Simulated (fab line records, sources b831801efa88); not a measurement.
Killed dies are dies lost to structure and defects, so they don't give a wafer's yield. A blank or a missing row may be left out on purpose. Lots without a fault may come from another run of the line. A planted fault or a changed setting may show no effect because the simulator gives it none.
Tool commonality check | flow gf180mcu | 12 lots, 36 wafers sampled

WHY IT WAS OPENED
At GF_V4_CD_MEAS_14 the reading cd_nm is flagged on 2 of 12 lots. Wafers without a fault read 260.2 nm, standard deviation 1.2.
Rule: a lot is flagged when every wafer of it that has a number lies more than 4 standard deviations from that mean, or none has a number. The other lots count as sound.

lot  | measured     | on        | cd_nm (nm), wafer by wafer | flag
L150 | day 25 00:44 | cd_sem-02 | 258.6 257.5 258.4          |
L151 | day 25 01:22 | cd_sem-01 | 259.6 260.8 261.1          |
L152 | day 25 07:01 | cd_sem-02 | 261.5 261.6 261.8          |
L154 | day 25 17:53 | cd_sem-01 | 262.1 262.4 260.8          |
L155 | day 26 13:22 | cd_sem-02 | 260.8 261.1 259.9          |
L160 | day 28 05:31 | cd_sem-01 | 270.5 270.4 268.9          | FLAGGED
L161 | day 28 10:47 | cd_sem-01 | 269.9 270.4 268.8          | FLAGGED
L164 | day 28 22:31 | cd_sem-01 | 259.9 260.5 259.9          |
L166 | day 29 20:42 | cd_sem-02 | 259.8 259.4 260.5          |
L167 | day 30 05:55 | cd_sem-01 | 258.6 258.3 259.0          |
L172 | day 31 04:19 | cd_sem-01 | 260.3 261.4 261.2          |
L173 | day 31 09:44 | cd_sem-02 | 258.7 259.6 259.4          |
The numbers of the flagged lots are 269.8 nm on average: +9.6 nm against the usual, or +8 standard deviations.

WHICH TOOL RAN EACH LOT
The record holds 2 process steps before the reading, out of a route of 602 steps. In each cell: the tool, then ch and the chambers that the sampled wafers went through, then the start.
lot  | flag    | GF_M4_STRIP_17                       | GF_V4_PEB_12
L150 |         | plasma_asher-04 ch 0,1, day 24 01:43 | litho_track-03 ch 0, day 25 00:23
L151 |         | plasma_asher-04 ch 0,1, day 24 02:22 | litho_track-03 ch 0, day 25 01:01
L152 |         | plasma_asher-01 ch 0,1, day 24 07:53 | litho_track-03 ch 0, day 25 06:40
L154 |         | plasma_asher-01 ch 0,1, day 24 18:53 | litho_track-04 ch 0, day 25 17:32
L155 |         | plasma_asher-02 ch 0,1, day 25 15:09 | litho_track-04 ch 0, day 26 13:03
L160 | FLAGGED | plasma_asher-04 ch 0,1, day 27 08:11 | litho_track-02 ch 0, day 28 05:10
L161 | FLAGGED | plasma_asher-01 ch 1, day 27 14:17   | litho_track-02 ch 0, day 28 10:27
L164 |         | plasma_asher-04 ch 0,1, day 28 02:07 | litho_track-03 ch 0, day 28 22:04
L166 |         | plasma_asher-04 ch 0,1, day 28 23:43 | litho_track-04 ch 0, day 29 20:22
L167 |         | plasma_asher-04 ch 0, day 29 09:32   | litho_track-04 ch 0, day 30 05:34
L172 |         | plasma_asher-02 ch 0, day 30 08:34   | litho_track-03 ch 0, day 31 03:58
L173 |         | plasma_asher-04 ch 0,1, day 30 14:31 | litho_track-04 ch 0, day 31 09:23
What these steps do:
- GF_M4_STRIP_17: strips in O2/N2.
- GF_V4_PEB_12: peb time 91.4 s.
- GF_V4_CD_MEAS_14: target cd 260 nm.

FLAGGED OVER TOTAL, TOOL BY TOOL (the gauges that took the reading come last)
step             | tool            | lots run | flagged | share of the flagged lots | sound lots run after its first flagged lot
GF_M4_STRIP_17   | plasma_asher-01 | 3        | 1       | some                      | 0
GF_M4_STRIP_17   | plasma_asher-02 | 2        | 0       | none                      | -
GF_M4_STRIP_17   | plasma_asher-04 | 7        | 1       | some                      | 4 (L164,L166,L167,L173)
GF_V4_PEB_12     | litho_track-02  | 2        | 2       | all                       | 0
GF_V4_PEB_12     | litho_track-03  | 5        | 0       | none                      | -
GF_V4_PEB_12     | litho_track-04  | 5        | 0       | none                      | -
GF_V4_CD_MEAS_14 | cd_sem-01       | 7        | 2       | all                       | 3 (L164,L167,L172)
GF_V4_CD_MEAS_14 | cd_sem-02       | 5        | 0       | none                      | -

WHAT THE TABLE ALLOWS
2 rows of the table ran every flagged lot: litho_track-02 at GF_V4_PEB_12, cd_sem-01 at GF_V4_CD_MEAS_14.
- litho_track-02 at GF_V4_PEB_12: 2 of its 2 lots flagged. It ran no sound lot before its first flagged lot in this sample, so the start can't be narrowed down. Its own readings lie more than 4 standard deviations out on every wafer of the flagged lots: heater_power_total_W, plate_sensor_t_centre_C, plate_sensor_t_edge_C.
- cd_sem-01 at GF_V4_CD_MEAS_14: 2 of its 7 lots flagged. Sound lots ran on it after the first flagged one (L164, L167, L172), which a lasting fault on the whole tool wouldn't allow.
One tool is left: litho_track-02 at GF_V4_PEB_12.

WHAT THE SIMULATOR HAD PUT IN
Process parameter drift: litho_track-02, from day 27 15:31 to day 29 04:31, at GF_V4_PEB_12. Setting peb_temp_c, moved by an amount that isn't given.
Lots struck among those shown: L160, L161. The rule above found the same.
